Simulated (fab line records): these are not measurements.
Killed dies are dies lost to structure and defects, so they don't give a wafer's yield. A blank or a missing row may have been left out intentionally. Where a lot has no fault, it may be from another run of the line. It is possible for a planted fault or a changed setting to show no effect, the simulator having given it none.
Which of the tools did it?    flow gf180mcu    14 lots, 42 wafers sampled, at 6 steps of a route of 602

WHAT THE GAUGES SHOWED, per wafer
GF_HV_LDD_TW_MEAS_38.
lot   measured      on            HV_LDD_3_TW
L596  day 11 13:08  filmMetro-02  1450 1466 1450
L598  day 12 05:34  filmMetro-04  1435 1437 1423
L599  day 12 20:17  filmMetro-04  1427 1436 1421
L600  day 13 03:52  filmMetro-02  1454 1451 1459
L601  day 13 06:52  filmMetro-04  1425 1421 1435
L603  day 13 19:11  filmMetro-01  1454 1451 1452
L605  day 14 09:50  filmMetro-01  1446 1454 1454
L606  day 14 18:34  filmMetro-01  1449 1444 1447
L607  day 15 06:24  filmMetro-02  1454 1456 1459
L608  day 15 13:30  filmMetro-02  1449 1462 1459
L612  day 16 20:31  filmMetro-04  1428 1424 1425
L616  day 18 03:51  filmMetro-02  1437 1445 1429
L618  day 18 22:06  filmMetro-04  1435 1427 1434
L619  day 19 02:43  filmMetro-04  1423 1432 1431

GF_HV_LDD_CD_MEAS_46 targets a cd of 400 nm.
lot   measured      on        cdNm (nm)
L596  day 12 08:10  cdSem-02  402.3 400.9 402.9
L598  day 13 01:19  cdSem-01  396.8 397.2 398.3
L599  day 13 16:05  cdSem-01  394.9 394.7 396.5
L600  day 13 23:28  cdSem-02  398.5 398.0 399.1
L601  day 14 02:55  cdSem-01  402.8 400.9 403.0
L603  day 14 15:25  cdSem-02  401.2 399.9 400.6
L605  day 15 06:38  cdSem-01  397.9 396.9 399.2
L606  day 15 16:22  cdSem-01  399.8 400.7 399.9
L607  day 16 04:24  cdSem-02  398.1 399.1 398.7
L608  day 16 11:53  cdSem-02  400.0 401.9 402.3
L612  day 17 19:49  cdSem-01  398.6 397.3 399.8
L616  day 19 03:47  cdSem-02  405.8 406.7 405.9
L618  day 19 21:36  cdSem-01  402.2 401.9 401.7
L619  day 20 04:58  cdSem-01  402.8 402.1 401.8

GF_NSD_CD_MEAS_07 targets a cd of 400 nm.
lot   measured      on        cdNm (nm)
L596  day 13 07:14  cdSem-02  402.1 402.7 403.1
L598  day 14 00:29  cdSem-01  398.9 398.8 397.7
L599  day 14 15:47  cdSem-01  400.6 403.1 400.8
L600  day 15 00:50  cdSem-02  398.1 399.6 398.7
L601  day 15 03:08  cdSem-02  401.3 403.2 404.3
L603  day 15 16:09  cdSem-01  401.8 398.6 401.2
L605  day 16 07:26  cdSem-01  402.4 400.3 399.9
L606  day 16 17:43  cdSem-02  - - -
L607  day 17 06:33  cdSem-01  - - -
L608  day 17 13:37  cdSem-02  396.2 398.0 399.5
L612  day 18 23:28  cdSem-01  397.2 400.0 401.4
L616  day 20 07:24  cdSem-01  399.8 401.0 399.6
L618  day 21 00:15  cdSem-02  402.9 401.1 401.0
L619  day 21 08:26  cdSem-01  396.8 398.2 398.1

GF_NSD_TW_MEAS_12.
lot   measured      on            NSD_TW
L596  day 13 12:28  filmMetro-04  4215 4219 4226
L598  day 14 01:02  filmMetro-01  4293 4291 4297
L599  day 14 16:20  filmMetro-01  4308 4268 4302
L600  day 15 01:23  filmMetro-04  4235 4246 4257
L601  day 15 03:41  filmMetro-04  4249 4257 4272
L603  day 15 16:41  filmMetro-03  4264 4254 4257
L605  day 16 07:59  filmMetro-04  4217 4228 4206
L606  day 16 18:16  filmMetro-03  4266 4297 4277
L607  day 17 07:05  filmMetro-03  4258 4269 4272
L608  day 17 14:13  filmMetro-03  4293 4313 4283
L612  day 19 00:01  filmMetro-03  4300 4313 4307
L616  day 20 07:56  filmMetro-01  4290 4269 4269
L618  day 21 00:47  filmMetro-03  4318 4330 4337
L619  day 21 08:59  filmMetro-03  4327 4301 4300

GF_PSD_TW_MEAS_11.
lot   measured      on            PSD_TW
L596  day 14 08:33  filmMetro-04  3185 3187 3189
L598  day 14 21:55  filmMetro-03  3207 3234 3231
L599  day 15 13:20  filmMetro-01  3218 3214 3212
L600  day 15 22:49  filmMetro-03  3207 3221 3220
L601  day 16 02:05  filmMetro-03  3219 3211 3219
L603  day 16 14:47  filmMetro-01  3223 3241 3228
L605  day 17 06:37  filmMetro-04  3188 3201 3195
L606  day 17 17:13  filmMetro-03  4266 4273 4268 4272 4251 4267
L607  day 18 06:56  filmMetro-04  4229 4233 4240 4241 4247 4240
L608  day 18 13:45  filmMetro-03  3195 3217 3205
L612  day 20 01:01  filmMetro-04  3183 3181 3188
L616  day 21 08:14  filmMetro-01  3212 3214 3208
L618  day 22 00:44  filmMetro-04  3190 3196 3183
L619  day 22 08:40  filmMetro-03  3219 3222 3209

EACH LOT AND THE TOOL THAT RAN IT (in order: tool; ch and the chambers of the sampled wafers; start)
lot   GF_NSD_COAT_02
L596  lithoTrack-02 ch 0, day 12 21:22
L598  lithoTrack-04 ch 0, day 13 14:08
L599  lithoTrack-02 ch 0, day 14 04:55
L600  lithoTrack-04 ch 0, day 14 13:59
L601  lithoTrack-04 ch 0, day 14 16:44
L603  lithoTrack-02 ch 0, day 15 04:56
L605  lithoTrack-04 ch 0, day 15 20:32
L606  lithoTrack-04, day 16 06:35
L607  lithoTrack-02, day 16 19:17
L608  lithoTrack-02 ch 0, day 17 01:39
L612  lithoTrack-02 ch 0, day 18 11:23
L616  lithoTrack-02 ch 0, day 19 19:39
L618  lithoTrack-04 ch 0, day 20 12:13
L619  lithoTrack-02 ch 0, day 20 20:26
- GF_NSD_COAT_02: resist thk 1000 nm.

AS READ BY THE TOOLS THEMSELVES (means over the sampled wafers that have a number; for cases with no such wafer, the mark the record gives instead)
GF_NSD_COAT_02.
lot   tool           chillPlateTempC (C)  dispensePressureKPa (kPa)
L596  lithoTrack-02  23.02                50.7
L598  lithoTrack-04  23.08                48.8
L599  lithoTrack-02  23.13                50.7
L600  lithoTrack-04  23.09                48.8
L601  lithoTrack-04  23.07                48.8
L603  lithoTrack-02  23.08                50.6
L605  lithoTrack-04  22.88                48.9
L606  lithoTrack-04  -                    -
L607  lithoTrack-02  -                    -
L608  lithoTrack-02  22.95                50.7
L612  lithoTrack-02  22.91                50.7
L616  lithoTrack-02  22.90                50.6
L618  lithoTrack-04  22.93                48.8
L619  lithoTrack-02  23.07                50.6

THE ANSWER, worked out from the rows above alone
Rule: the lots themselves supply what counts as usual. The widest of any qualifying gaps counts: lots, ordered by their means at a reading, are off when they make up no more than a third of the lots, leave a main group of 4 or more, and stand apart from it by 3 or more times the standard deviation of that group's means. Not used: any main group whose means are identical at the precision the tables above print for the reading. Also off: a lot with no number at a reading for which 4 or more lots have one. Where the step has rows for the other lots, those lots are counted as sound. The gauges are gone through in route order, then the tools' own readings, and for those a lot's mean is taken as printed above. The first step at which some lot is off is used, and at that step the reading that is off furthest; a lot without a number counts as furthest.
Off at GF_NSD_CD_MEAS_07 (cdNm): L606, L607. Without a number there: L606, L607. The main group: mean 400.2 nm, standard deviation 1.7.
A tool fits if, at a process step before that reading, it ran every lot that is off, and no sound lot after the first of them. Not tried: the gauges at GF_NSD_CD_MEAS_07; whatever is off there is also off at GF_PSD_TW_MEAS_11, on other tools, and gauge error can't account for it. No candidate that was tried fits.

WHAT WAS PUT IN BY THE SIMULATOR
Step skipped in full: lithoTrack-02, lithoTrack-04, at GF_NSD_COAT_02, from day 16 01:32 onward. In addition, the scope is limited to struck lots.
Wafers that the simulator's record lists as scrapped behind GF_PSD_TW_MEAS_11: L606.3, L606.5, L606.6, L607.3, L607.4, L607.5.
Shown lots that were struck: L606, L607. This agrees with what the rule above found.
